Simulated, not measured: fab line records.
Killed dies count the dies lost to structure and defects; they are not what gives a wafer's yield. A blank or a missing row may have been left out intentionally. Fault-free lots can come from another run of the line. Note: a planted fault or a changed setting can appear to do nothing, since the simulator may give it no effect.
Which tool did it? + flow sky130 + 38 wafers from 13 lots sampled at 5 of the route's 708 steps

## WHAT THE GAUGES SHOWED, per wafer
SKY_NWELL_TW_MEAS_15.
| lot  | measured     | on            | NWELL_TW       |
|------|--------------|---------------|----------------|
| L275 | day 4 13:22  | film_metro-02 | 1797 1801 1797 |
| L277 | day 5 01:25  | film_metro-04 | 1802 1800 1802 |
| L278 | day 5 09:00  | film_metro-02 | 1792 1796 1804 |
| L279 | day 5 13:28  | film_metro-02 | 1785 1798 1791 |
| L280 | day 5 19:53  | film_metro-02 | 1800 1791 1795 |
| L281 | day 6 01:55  | film_metro-03 | 1806 1813 1803 |
| L283 | day 6 12:25  | film_metro-03 | 1816 1814 1821 |
| L292 | day 8 20:10  | film_metro-02 | 1790 1787      |
| L293 | day 8 20:55  | film_metro-03 | 1809 1814 1811 |
| L294 | day 9 03:29  | film_metro-02 | 1793 1791 1794 |
| L295 | day 9 11:10  | film_metro-04 | 1805 1808 1791 |
| L297 | day 10 07:16 | film_metro-04 | 1801 1804 1805 |
| L298 | day 10 08:13 | film_metro-03 | 1830 1837 1828 |

SKY_NWELL_OVL_MEAS_23.
| lot  | measured     | on         | NWELL_01_OVL (nm) |
|------|--------------|------------|-------------------|
| L275 | day 5 06:16  | overlay-01 | -1.0 -0.2 0.9     |
| L277 | day 5 19:40  | overlay-01 | -1.8 -0.1 -1.2    |
| L278 | day 6 02:41  | overlay-01 | -1.0 -0.4 0.4     |
| L279 | day 6 07:34  | overlay-01 | -0.7 1.1 0.4      |
| L280 | day 6 14:31  | overlay-01 | -1.8 -0.3 -0.7    |
| L281 | day 6 20:46  | overlay-02 | -1.8 -0.7 -0.8    |
| L283 | day 7 07:20  | overlay-01 | -1.9 2.4 -0.7     |
| L292 | day 9 17:40  | overlay-02 | 0.1 -0.7          |
| L293 | day 9 18:19  | overlay-01 | -0.1 0.7 0.4      |
| L294 | day 10 00:26 | overlay-02 | -2.4 -1.8 0.5     |
| L295 | day 10 09:08 | overlay-01 | 2.6 1.8 1.6       |
| L297 | day 11 07:04 | overlay-01 | -0.5 1.1 0.6      |
| L298 | day 11 07:50 | overlay-02 | -1.9 -0.6 -4.2    |

SKY_VT_ADJUST_HVTP_OVL_MEAS_08.
| lot  | measured     | on         | VT_ADJUST_HVTP_OVL (nm) |
|------|--------------|------------|-------------------------|
| L275 | day 6 01:08  | overlay-02 | -3.1 -1.4 -1.8          |
| L277 | day 6 15:26  | overlay-01 | 0.5 -0.2 0.1            |
| L278 | day 6 22:28  | overlay-02 | -0.2 -0.6 -2.4          |
| L279 | day 7 03:35  | overlay-02 | -0.3 -1.7 -0.3          |
| L280 | day 7 10:05  | overlay-01 | -2.1 -1.0 -0.9          |
| L281 | day 7 16:32  | overlay-01 | -0.7 -0.7 -1.4          |
| L283 | day 8 03:17  | overlay-02 | -0.4 0.3 -0.4           |
| L292 | day 10 16:20 | overlay-01 | 0.6 2.0                 |
| L293 | day 10 17:51 | overlay-02 | 0.9 -2.3 0.3            |
| L294 | day 11 00:17 | overlay-01 | 0.9 1.9 1.0             |
| L295 | day 11 09:08 | overlay-01 | -1.2 1.7 -0.6           |
| L297 | day 12 09:00 | overlay-01 | -0.8 1.5 0.5            |
| L298 | day 12 09:44 | overlay-02 | -0.5 1.2 0.5            |

## WHAT TOOL EACH LOT RAN ON (gives the tool, then ch and the chambers of the sampled wafers, and finally the start)
| lot  | SKY_PWDE_COAT_02                 | SKY_PWDE_STRIP_09                   |
|------|----------------------------------|-------------------------------------|
| L275 | litho_track-02 ch 0, day 3 11:37 | plasma_asher-02 ch 0,1, day 3 19:46 |
| L277 | litho_track-03 ch 0, day 3 23:29 | plasma_asher-03 ch 0,1, day 4 08:20 |
| L278 | litho_track-02 ch 0, day 4 06:27 | plasma_asher-01 ch 0,1, day 4 14:53 |
| L279 | litho_track-04 ch 0, day 4 11:37 | plasma_asher-03 ch 0,1, day 4 19:59 |
| L280 | litho_track-02 ch 0, day 4 15:55 | plasma_asher-01 ch 0,1, day 5 01:01 |
| L281 | litho_track-02 ch 0, day 4 22:22 | plasma_asher-03 ch 1, day 5 07:19   |
| L283 | litho_track-02 ch 0, day 5 08:04 | plasma_asher-01 ch 0,1, day 5 17:43 |
| L292 | litho_track-02 ch 0, day 7 12:37 | plasma_asher-03 ch 0,1, day 7 22:34 |
| L293 | litho_track-02 ch 0, day 7 14:12 | plasma_asher-01 ch 0,1, day 8 00:28 |
| L294 | litho_track-03 ch 0, day 7 19:02 | plasma_asher-01 ch 0,1, day 8 05:26 |
| L295 | litho_track-04 ch 0, day 8 01:19 | plasma_asher-01 ch 1, day 8 12:25   |
| L297 | litho_track-03 ch 0, day 8 21:46 | plasma_asher-03 ch 0,1, day 9 09:20 |
| L298 | litho_track-04 ch 0, day 8 22:17 | plasma_asher-01 ch 0,1, day 9 09:31 |
- SKY_PWDE_COAT_02: resist thk 3000 nm.
- SKY_PWDE_STRIP_09: strips in O2/N2.

## AS READ BY THE TOOLS THEMSELVES (means over the sampled wafers that have a number; for cases with no such wafer, the mark the record gives instead)
SKY_PWDE_COAT_02.
| lot  | tool           | spin_speed_rpm (rpm) |
|------|----------------|----------------------|
| L275 | litho_track-02 | 2000.8               |
| L277 | litho_track-03 | 2000.6               |
| L278 | litho_track-02 | 2000.4               |
| L279 | litho_track-04 | 2000.6               |
| L280 | litho_track-02 | 1999.8               |
| L281 | litho_track-02 | 1998.6               |
| L283 | litho_track-02 | 1999.4               |
| L292 | litho_track-02 | 1998.1               |
| L293 | litho_track-02 | 1999.6               |
| L294 | litho_track-03 | 1999.8               |
| L295 | litho_track-04 | 1999.3               |
| L297 | litho_track-03 | 1999.1               |
| L298 | litho_track-04 | 1999.1               |

SKY_PWDE_STRIP_09.
| lot  | tool            | drypump_motor_current_A (A) | o2_flow_sccm (sccm) | oes_product_au (a.u.) | strip_time_to_endpoint_s (s) |
|------|-----------------|-----------------------------|---------------------|-----------------------|------------------------------|
| L275 | plasma_asher-02 | 5.5                         | 3007                | 0.724                 | 36.81                        |
| L277 | plasma_asher-03 | 5.7                         | 2997                | 0.725                 | 36.88                        |
| L278 | plasma_asher-01 | 6.5                         | 2994                | 0.723                 | 36.80                        |
| L279 | plasma_asher-03 | 5.6                         | 3002                | 0.722                 | 37.06                        |
| L280 | plasma_asher-01 | 6.5                         | 2996                | 0.719                 | 36.91                        |
| L281 | plasma_asher-03 | 5.7                         | 2991                | 0.719                 | 36.87                        |
| L283 | plasma_asher-01 | 6.5                         | 3002                | 0.724                 | 36.85                        |
| L292 | plasma_asher-03 | 5.7                         | 3000                | 0.714                 | 16.29                        |
| L293 | plasma_asher-01 | 6.5                         | 3001                | 0.726                 | 30.01                        |
| L294 | plasma_asher-01 | 6.6                         | 2998                | 0.722                 | 36.96                        |
| L295 | plasma_asher-01 | 6.6                         | 3002                | 0.720                 | 37.03                        |
| L297 | plasma_asher-03 | 5.7                         | 2998                | 0.722                 | 36.96                        |
| L298 | plasma_asher-01 | 6.5                         | 2995                | 0.721                 | 36.76                        |

## THE ANSWER, worked out from the rows above alone
Rule: the usual values come from the lots themselves. Put in order of their means at a reading, lots are off if they are a third of the lots or fewer, leave a main group of 4 or more, and stand apart from it by a gap of 3 or more times the standard deviation of the main group's means; of several such gaps the widest counts. The tables above print the reading to a certain number of digits; a main group whose means all agree to those digits is not used. Also off: a lot with no number at a reading for which 4 or more lots have one. All remaining lots with rows at the step are treated as sound. After the gauges, taken in route order, come the tools' own readings; for these a lot's mean is taken, as printed above. The first step at which some lot is off is used, and at that step the reading that is off furthest; a lot without a number counts as furthest.
Off: L292, L293, at SKY_PWDE_STRIP_09 (strip_time_to_endpoint_s). The main group: mean 36.90 s, standard deviation 0.091.
If a tool, at that step or one of the process steps before it, ran each lot that is off and ran no sound lot following the first of them, it fits. One fits: SKY_PWDE_COAT_02 on litho_track-02. Its last sound lot is L283 (day 5 08:04), its first lot that is off L292 (day 7 12:37): a fault that began between those two fits.

## WHAT WAS PUT IN BY THE SIMULATOR
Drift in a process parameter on litho_track-02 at SKY_PWDE_COAT_02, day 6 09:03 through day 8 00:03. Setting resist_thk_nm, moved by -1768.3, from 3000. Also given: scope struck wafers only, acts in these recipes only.
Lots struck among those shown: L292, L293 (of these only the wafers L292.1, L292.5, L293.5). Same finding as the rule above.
